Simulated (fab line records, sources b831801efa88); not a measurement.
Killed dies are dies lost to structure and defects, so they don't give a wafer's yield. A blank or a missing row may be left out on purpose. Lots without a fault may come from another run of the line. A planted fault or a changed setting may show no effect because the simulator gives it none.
A struck lot beside a sound one | flow gf180mcu | 14 steps out of a route of 602
Sound: wafers L298.4, L298.5, L298.6. Struck: wafers L304.1, L304.3, L304.6. The cause comes at the end.
At each step with rows: each side's tool, then ch and its chambers, then its first start. Under that, the readings that differ: sound wafers | struck wafers | difference of the means | sigmas: that difference in standard deviations of wafers without a fault.
alike: readings whose means differ by less than 2 such deviations, and words and numbers that are the same on both sides. not compared: withheld readings, readings that some wafer has no value for, bounds like >300 that may hide the same value, and numbers for which the record gives no deviation and whose values overlap.
The two part at a step that has a row with sigmas, a row that says differs or no value, or rows on one side only. Numbers that don't overlap but have no deviation are shown without sigmas and don't part them. A reading that every wafer of one side lacks parts them only if that side has two wafers or more.

GF_M2_SPUTTER_00: material Ti, target thk 37.5 nm, time 150 s.
  sound on pvd_sputter-04, day 20 11:01; struck on pvd_sputter-02, day 22 18:58
  alike: throttle_valve_pct
GF_M2_SPUTTER_01: material TiN, target thk 30 nm, time 25 s.
  sound on pvd_sputter-04, day 20 11:07; struck on pvd_sputter-02, day 22 19:04
  alike: throttle_valve_pct
GF_M2_SPUTTER_02: material AlCu, target thk 450 nm, time 23.9 s.
  sound on pvd_sputter-04, day 20 11:08; struck on pvd_sputter-02, day 22 19:05
  alike: throttle_valve_pct
GF_M2_SPUTTER_03: material Ti, target thk 10 nm, time 6.7 s.
  sound on pvd_sputter-04, day 20 11:10; struck on pvd_sputter-02, day 22 19:07
  alike: throttle_valve_pct
GF_M2_SPUTTER_04: material TiN, target thk 50 nm, time 41.7 s.
  sound on pvd_sputter-04, day 20 11:11; struck on pvd_sputter-02, day 22 19:08
  alike: throttle_valve_pct
GF_M2_RS_MEAS_05: measures by four-point-probe.
  sound on film_metro-02, day 20 11:17; struck on film_metro-02, day 22 19:11
  alike: M2_ALCU_RS
GF_M2_THK_MEAS_06: measures by xrf.
  sound on film_metro-02, day 20 11:23; struck on film_metro-02, day 22 19:18
  alike: M2_ALCU_THK
then, 5 steps without rows for these wafers: GF_M2_DEHYDRATE_07 (time 60 s); GF_M2_HMDS_08 (prime time 60 s); GF_M2_COAT_09 (resist thk 1000 nm); GF_M2_SOFTBAKE_10 (time 60 s); GF_M2_EXPOSE_11 (exposes mask Metal2, target cd 280 nm).
GF_M2_PEB_12: peb time 90 s.
  sound on litho_track-02 ch 0, day 21 10:23; struck on litho_track-04, day 23 17:26
  no value came back on the struck wafers for chill_plate_temp_C (C), exhaust_pa (Pa); on the sound wafers chill_plate_temp_C (C) reads 23.02 23.00 22.91
then, 1 step without rows for these wafers: GF_M2_DEVELOP_13 (develop time 60 s).

WHERE THEY PART
Only at GF_M2_PEB_12, within this record.

WHY: what the simulator had put in
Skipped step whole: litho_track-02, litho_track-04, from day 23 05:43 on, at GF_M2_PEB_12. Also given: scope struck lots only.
